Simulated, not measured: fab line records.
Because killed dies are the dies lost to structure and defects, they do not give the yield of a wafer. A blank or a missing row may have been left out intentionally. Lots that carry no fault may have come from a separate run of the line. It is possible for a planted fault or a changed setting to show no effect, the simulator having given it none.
fab line records | flow gf180mcu
record: lots: 14 wafers: 42 last_day: 33
route steps=602 shown LVPWELL@65 MVSD@72 MVPSD@89 VT_IMPLANT@119
lots that met no fault: from a run of the same line without faults
start_h: start of the lot's first displayed wafer, in hours after the record's first day | wait_h: hours elapsed since this lot's preceding step | " same as the row above | L1.1+2: a row that stands for several wafers | - value missing, or start not given | * or withheld: withheld | < > ~ a bound
route shown NAME@n: a module of which the file shows steps, and the number in the route of the first | usual: average and standard deviation across the fault-free wafers | same: alike in all rows | chamber/n: place in a boat | sites: the reading at each site | _std_site: the values' standard deviation | _edge_site: mean of outer sites minus mean of inner sites | radius_mm: how far each site lies from the wafer's centre | mask NAME#n: copy n | behind: the last tool/chamber to shape the wafer | hold: why the lot was held/for how many hours/how that ended | device: the n, p or np transistor that did not switch | end of line: tests run on the same wafers once the route is complete | a step without rows: its recipe alone | killed: the dies lost at the first sort to structure and to defects; this is not the yield of the wafer | map: per-die view of a wafer (x killed, . not killed, _ where there is no die)
set.NAME: the setting as run; set.NAME@STEP: as run at that earlier step | model.NAME: the simulator's own value behind a step, which no gauge read
steps of the route over a sample of lots; a table a step, a row a wafer
== steps ==
step: GF_LVPWELL_TW_MEAS_11
usual: LVPWELL_TW: 562/4.2
columns lot.wafer tool chamber start_h wait_h LVPWELL_TW
L688.2 film_metro-04 - 69.13 0.1 563
L688.3 " - " " 564
L688.5 " - " " 566
L689.2 film_metro-03 - 74.63 0.1 561
L689.3 " - " " 563
L689.6 " - " " 560
L690.1 film_metro-02 - 79.72 0.1 555
L690.3 " - " " 554
L690.5 " - " " 555
L693.3 film_metro-03 - 96.56 0.1 562
L693.4 " - " " 562
L693.6 " - " " 563
L694.1 film_metro-04 - 102.64 0.1 566
L694.2 " - " " 567
L694.6 " - " " 565
L695.1 film_metro-02 - 107.57 0.1 556
L695.3 " - " " 556
L695.4 " - " " 558
L696.2 film_metro-02 - 113.88 0.1 555
L696.4 " - " " 553
L696.6 " - " " 557
L697.3 film_metro-03 - 119.02 0.1 562
L697.5 " - " " 559
L697.6 " - " " 563
L699.3 film_metro-04 - 130.54 0.1 567
L699.5 " - " " 563
L699.6 " - " " 569
L701.1 film_metro-03 - 147.94 0.1 562
L701.4 " - " " 560
L701.6 " - " " 564
L704.3 film_metro-04 - 158.21 0.1 564
L704.4 " - " " 561
L704.6 " - " " 564
L705.1 film_metro-02 - 164.62 0.1 552
L705.2 " - " " 556
L705.3 " - " " 555
L707.2 film_metro-04 - 175.25 0.1 564
L707.5 " - " " 564
L707.6 " - " " 563
L708.1 film_metro-04 - 181.82 0.1 566
L708.5 " - " " 565
L708.6 " - " " 566
step: GF_MVSD_DEVELOP_06
recipe: wall_angle_deg: 90 develop_time_s: 60 dev_temp_c: 23
columns lot.wafer tool chamber start_h wait_h
L688.2+3+5 litho_track-04 0 82 -
L689.2+3+6 litho_track-02 0 88 -
L690.1+3+5 litho_track-02 0 93 -
L693.3+4+6 litho_track-03 0 110 -
L694.1+2+6 litho_track-03 0 116 -
L695.1+3+4 litho_track-02 0 120 -
L696.2+4+6 litho_track-04 0 128 -
L697.3+5+6 litho_track-02 0 133 -
L699.3+5+6 litho_track-03 0 145 -
L701.1+4+6 litho_track-02 0 163 -
L704.3+4+6 litho_track-04 0 174 -
L705.1+2+3 litho_track-04 0 180 -
L707.2+5+6 litho_track-03 0 191 -
L708.1+5+6 litho_track-02 0 197 -
step: GF_MVSD_OVL_MEAS_07
usual: MVSD_OVL: 0.7/1.2
columns lot.wafer tool chamber start_h wait_h MVSD_OVL[nm]
L688.2 overlay-01 - 82.22 - -0.5
L688.3 " - " " 1.3
L688.5 " - " " 1.6
L689.2 overlay-01 - 88.41 - 0.1
L689.3 " - " " 0.4
L689.6 " - " " -0.8
L690.1 overlay-02 - 93.41 - -0.9
L690.3 " - " " -1.4
L690.5 " - " " -1.0
L693.3 overlay-02 - 110.65 - 1.9
L693.4 " - " " -0.7
L693.6 " - " " 1.0
L694.1 overlay-02 - 116.89 - 0.3
L694.2 " - " " -0.5
L694.6 " - " " -1.4
L695.1 overlay-02 - 121.06 - 1.2
L695.3 " - " " -1.0
L695.4 " - " " -0.8
L696.2 overlay-02 - 128.22 - 2.3
L696.4 " - " " 1.5
L696.6 " - " " 1.5
L697.3 overlay-02 - 133.37 - 0.9
L697.5 " - " " 0.0
L697.6 " - " " -0.3
L699.3 overlay-01 - 145.75 - 1.1
L699.5 " - " " 1.2
L699.6 " - " " 1.1
L701.1 overlay-02 - 163.36 - 1.0
L701.4 " - " " 1.2
L701.6 " - " " -0.8
L704.3 overlay-02 - 174.33 - -
L704.4 " - " " -
L704.6 " - " " -
L705.1 overlay-01 - 180.56 - -
L705.2 " - " " -
L705.3 " - " " -
L707.2 overlay-02 - 191.34 - -0.4
L707.5 " - " " 0.4
L707.6 " - " " -0.2
L708.1 overlay-02 - 197.85 - 2.2
L708.5 " - " " 3.1
L708.6 " - " " 1.7
step: GF_MVPSD_TW_MEAS_11
usual: MVPSD_TW: 554/4.6
columns lot.wafer tool chamber start_h wait_h MVPSD_TW
L688.2 film_metro-02 - 97.55 0.1 550
L688.3 " - " " 550
L688.5 " - " " 550
L689.2 film_metro-03 - 103.63 0.1 554
L689.3 " - " " 554
L689.6 " - " " 553
L690.1 film_metro-04 - 108.52 0.1 561
L690.3 " - " " 558
L690.5 " - " " 558
L693.3 film_metro-04 - 124.31 0.1 561
L693.4 " - " " 564
L693.6 " - " " 561
L694.1 film_metro-02 - 131.47 0.1 551
L694.2 " - " " 549
L694.6 " - " " 550
L695.1 film_metro-04 - 136.69 0.1 563
L695.3 " - " " 561
L695.4 " - " " 561
L696.2 film_metro-03 - 143.50 0.1 558
L696.4 " - " " 559
L696.6 " - " " 560
L697.3 film_metro-03 - 149.27 0.1 557
L697.5 " - " " 555
L697.6 " - " " 557
L699.3 film_metro-02 - 162.56 0.1 549
L699.5 " - " " 549
L699.6 " - " " 547
L701.1 film_metro-02 - 179.87 0.1 551
L701.4 " - " " 557
L701.6 " - " " 551
L704.3 film_metro-02 - 191.34 0.1 555
L704.4 " - " " 554
L704.6 " - " " 552
L705.1 film_metro-02 - 197.94 0.1 546
L705.2 " - " " 548
L705.3 " - " " 546
L707.2 film_metro-04 - 209.46 0.1 560
L707.5 " - " " 559
L707.6 " - " " 557
L708.1 film_metro-02 - 215.95 0.1 550
L708.5 " - " " 548
L708.6 " - " " 551
step: GF_VT_IMPLANT_OVL_MEAS_29
usual: VT_IMPLANT_02_OVL: 0.8/1.6
columns lot.wafer tool chamber start_h wait_h VT_IMPLANT_02_OVL[nm]
L688.2 overlay-02 - 140.69 0.1 2.9
L688.3 " - " " 4.1
L688.5 " - " " 2.4
L689.2 overlay-01 - 146.57 0.1 1.8
L689.3 " - " " 1.3
L689.6 " - " " -0.3
L690.1 overlay-01 - 152.63 0.1 0.7
L690.3 " - " " 1.1
L690.5 " - " " -0.6
L693.3 overlay-01 - 171.55 0.1 1.6
L693.4 " - " " -0.7
L693.6 " - " " 1.3
L694.1 overlay-02 - 179.14 0.1 -3.8
L694.2 " - " " -3.7
L694.6 " - " " -4.2
L695.1 overlay-02 - 183.73 0.1 1.1
L695.3 " - " " 1.0
L695.4 " - " " 0.8
L696.2 overlay-01 - 190.99 0.1 1.0
L696.4 " - " " 1.3
L696.6 " - " " 1.1
L697.3 overlay-01 - 198.05 0.1 2.0
L697.5 " - " " 0.9
L697.6 " - " " 0.9
L699.3 overlay-02 - 211.84 0.1 3.8
L699.5 " - " " 2.5
L699.6 " - " " 4.1
L701.1 overlay-02 - 231.21 0.1 -1.3
L701.4 " - " " -0.1
L701.6 " - " " -0.9
L704.3 overlay-02 - 244.30 0.1 -0.6
L704.4 " - " " 0.6
L704.6 " - " " 0.7
L705.1 overlay-01 - 251.64 0.1 1.3
L705.2 " - " " 0.1
L705.3 " - " " 0.0
L707.2 overlay-01 - 263.87 0.1 -0.6
L707.5 " - " " 2.0
L707.6 " - " " -0.2
L708.1 overlay-01 - 272.14 0.1 3.4
L708.5 " - " " 1.4
L708.6 " - " " 1.1
== key ==
first_sign: step: GF_MVSD_OVL_MEAS_07 reading: MVSD_OVL direction: missing
effect none on later readings
met_at GF_MVSD_DEVELOP_06
struck_lots L704,L705
sort_left_out L704.3,L704.4,L704.6,L705.1,L705.2,L705.3
tester_left_out L704,L705
not_acting_at GF_LVPWELL_TW_MEAS_11,GF_MVPSD_TW_MEAS_11,GF_VT_IMPLANT_OVL_MEAS_29
onset_between 128 174
fault: kind: process_parameter_drift tool: litho_track-04 chamber: - onset_h: 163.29 steps: GF_MVSD_DEVELOP_06 channel: develop_time_s offset: * shape: step end_h: 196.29 acts_in: * stated: *
tester_left_out: of these lots the tester's yield and bins aren't shown, on N5 and GAA mostly nor the transistor test; their killed dies are dies lost to structure and defects alone, not to doping, threshold or leakage, so they don't give the yield
sort_left_out: the simulated sort isn't trusted on such a fault, so these wafers' sort isn't shown, and their yield isn't known
